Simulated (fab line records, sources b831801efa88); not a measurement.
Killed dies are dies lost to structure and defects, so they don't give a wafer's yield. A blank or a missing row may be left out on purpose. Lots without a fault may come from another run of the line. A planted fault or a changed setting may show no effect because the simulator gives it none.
Which tool did it? | flow gf180mcu | 6 lots, 18 wafers sampled, at 2 steps of a route of 602

WHAT THE GAUGES READ, wafer by wafer
GF_NWELL_OVL_MEAS_07.
lot  | measured    | on         | NWELL_OVL (nm)
L680 | day 3 11:18 | overlay-01 | 0.9 1.0 2.3
L683 | day 4 04:03 | overlay-01 | - - -
L692 | day 6 06:29 | overlay-01 | 1.1 0.9 0.7
L694 | day 6 18:15 | overlay-02 | -0.2 -0.7 -1.1
L696 | day 7 05:30 | overlay-01 | -0.5 1.6 1.3
L700 | day 8 04:27 | overlay-02 | -1.4 -0.1 0.7

WHICH TOOL RAN EACH LOT (tool, then ch and the chambers of the sampled wafers, then the start)
lot  | GF_NWELL_EXPOSE_04
L680 | iline_stepper-01 ch 0, day 3 04:59
L683 | iline_stepper-01 ch 0, day 3 21:46
L692 | iline_stepper-01 ch 0, day 5 23:02
L694 | iline_stepper-01 ch 0, day 6 10:41
L696 | iline_stepper-01 ch 0, day 6 21:40
L700 | iline_stepper-01 ch 0, day 7 20:31
- GF_NWELL_EXPOSE_04: exposes mask Nwell, target cd 860 nm.

THE ANSWER, worked out from the rows above alone
Rule: what is usual is taken from the lots themselves. Put in order of their means at a reading, lots are off if they are a third of the lots or fewer, leave a main group of 4 or more, and stand apart from it by a gap of 3 or more times the standard deviation of the main group's means; of several such gaps the widest counts. A main group whose means are all the same, to the digits that the tables above print for the reading, isn't used. A lot without any number at a reading at which 4 lots or more have one is off too. The other lots that the step has rows for count as sound.
Off: L683, at GF_NWELL_OVL_MEAS_07 (NWELL_OVL). Without a number there: L683. The main group: mean 0.4 nm, standard deviation 0.77.
A tool fits if, at a process step before that reading, it ran every lot that is off, and no sound lot after the first of them. The gauges at GF_NWELL_OVL_MEAS_07 are tried like those tools. None of those tried fits.

WHAT THE SIMULATOR HAD PUT IN
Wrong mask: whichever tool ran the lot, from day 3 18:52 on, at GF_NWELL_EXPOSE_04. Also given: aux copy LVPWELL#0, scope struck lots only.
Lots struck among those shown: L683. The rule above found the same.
